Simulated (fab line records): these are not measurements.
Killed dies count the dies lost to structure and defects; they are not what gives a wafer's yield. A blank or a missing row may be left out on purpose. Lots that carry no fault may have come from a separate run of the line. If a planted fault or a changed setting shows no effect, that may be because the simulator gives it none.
A lot that was struck, set against a sound lot :: flow sky130 :: 15 out of 708 route steps
Sound: these wafers, L662.4, L662.5, L662.6. Wafers struck: L670.2, L670.3, L670.6. The cause is named last.
Order at every step that has rows: each side's tool, ch and its chambers, its first start. Under that, the readings that differ: sound wafers :: struck wafers :: difference of the means :: sigmas: that difference in standard deviations of wafers without a fault.
alike: readings whose means differ by less than 2 such deviations, and words and numbers that are the same on both sides. not compared: withheld readings, readings that some wafer has no value for, bounds like >300 that may hide the same value, and numbers for which the record gives no deviation and whose values overlap.
The two part at a step that has a row with sigmas, a row that says differs or no value, or rows on one side only. Non-overlapping numbers with no deviation appear without sigmas and do not part them. A reading that every wafer of one side lacks parts them only if that side has two wafers or more.

first, 3 steps without rows for these wafers: SKY_LI_CONTACT_EXPOSE_09 (exposes mask LICM1, target cd 170 nm); SKY_LI_CONTACT_PEB_10; SKY_LI_CONTACT_DEVELOP_11 (develop time 60 s).
SKY_LI_CONTACT_CD_MEAS_12: the cd target is 170 nm.
  struck on cd_sem-01, day 33 01:53; sound on cd_sem-02, day 30 16:01
  alike: cd_nm
SKY_LI_CONTACT_OVL_MEAS_13:
  struck on overlay-01, day 33 01:59; sound on overlay-02, day 30 16:06
  alike: LI_CONTACT_OVL
SKY_LI_CONTACT_ETCH_14: etches BARC in N2/H2, stops on SiO2, time 45.9 s, target depth 60 nm.
  sound on rie_diel-02 ch 0,1,2, day 30 16:08; struck on rie_diel-03 ch 0,1,3, day 33 02:01
  alike: drypump_motor_current_A, oes_product_au, throttle_valve_pct
  not compared: rf_hours_counter_h
SKY_LI_CONTACT_ETCH_15: etches PSG in C4F8/O2/Ar, stops on Si, target depth 600 nm.
  sound on rie_diel-02 ch 0,1,2, day 30 16:12; struck on rie_diel-03 ch 0,1,3, day 33 02:04
  alike: oes_product_au
SKY_LI_CONTACT_STRIP_16: strips in O2/N2.
  sound on plasma_asher-03 ch 0,1, day 30 16:17; struck on plasma_asher-01 ch 0,1, day 33 02:09
  alike: drypump_motor_current_A, oes_product_au, strip_time_to_endpoint_s
  not compared: rf_hours_counter_h
then, 2 steps without rows for these wafers: SKY_LI_CONTACT_CLEAN_17 (cleans in NMP, time 600 s); SKY_LI_CONTACT_PRE_CLEAN_18 (time 5.6 s).
SKY_LI_CONTACT_SPUTTER_19: material Ti, target thk 20 nm, time 106.37 s.
  struck on pvd_sputter-04, day 33 02:28; sound on pvd_sputter-01, day 30 16:34
  alike: throttle_valve_pct
SKY_LI_CONTACT_SPUTTER_20: material TiN, target thk 20 nm, time 80 s.
  struck on pvd_sputter-04, day 33 02:32; sound on pvd_sputter-01, day 30 16:39
  alike: throttle_valve_pct
SKY_LI_CONTACT_CVD_21: deposits W, target thk 400 nm, time 120.56 s.
  sound on cvd_w-01 ch 0,1, day 30 16:45; struck on cvd_w-02 ch 0,1, day 33 02:36
  no value came back on the struck wafers for chamber_pressure_Torr (Torr), heater_power_outer_w (W), heater_power_w (W); on the sound wafers chamber_pressure_Torr (Torr) reads 39.95 40.00 40.11
SKY_LI_CONTACT_RS_MEAS_22: a four-point-probe measurement.
  struck on film_metro-01, day 33 03:02; sound on film_metro-01, day 30 16:54
reading: LI_CONTACT_W_RS (ohm/sq)
sound: 0.2848 0.2858 0.2875
struck: 25.365 25.345 25.275
difference: +25.042
sigmas: +99 or more
  not compared: hold
SKY_PAD_OPEN_PROBE_99:
  sound wafers here have rows in the record (prober-02, day 46 23:04); struck ones have none

WHERE THEY PART
At SKY_LI_CONTACT_CVD_21 first; at SKY_PAD_OPEN_PROBE_99 last (within this record only).

WHY: whatever the simulator had introduced
Entire step skipped (cvd_w-02, SKY_LI_CONTACT_CVD_21), from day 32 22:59 onward. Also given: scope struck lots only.
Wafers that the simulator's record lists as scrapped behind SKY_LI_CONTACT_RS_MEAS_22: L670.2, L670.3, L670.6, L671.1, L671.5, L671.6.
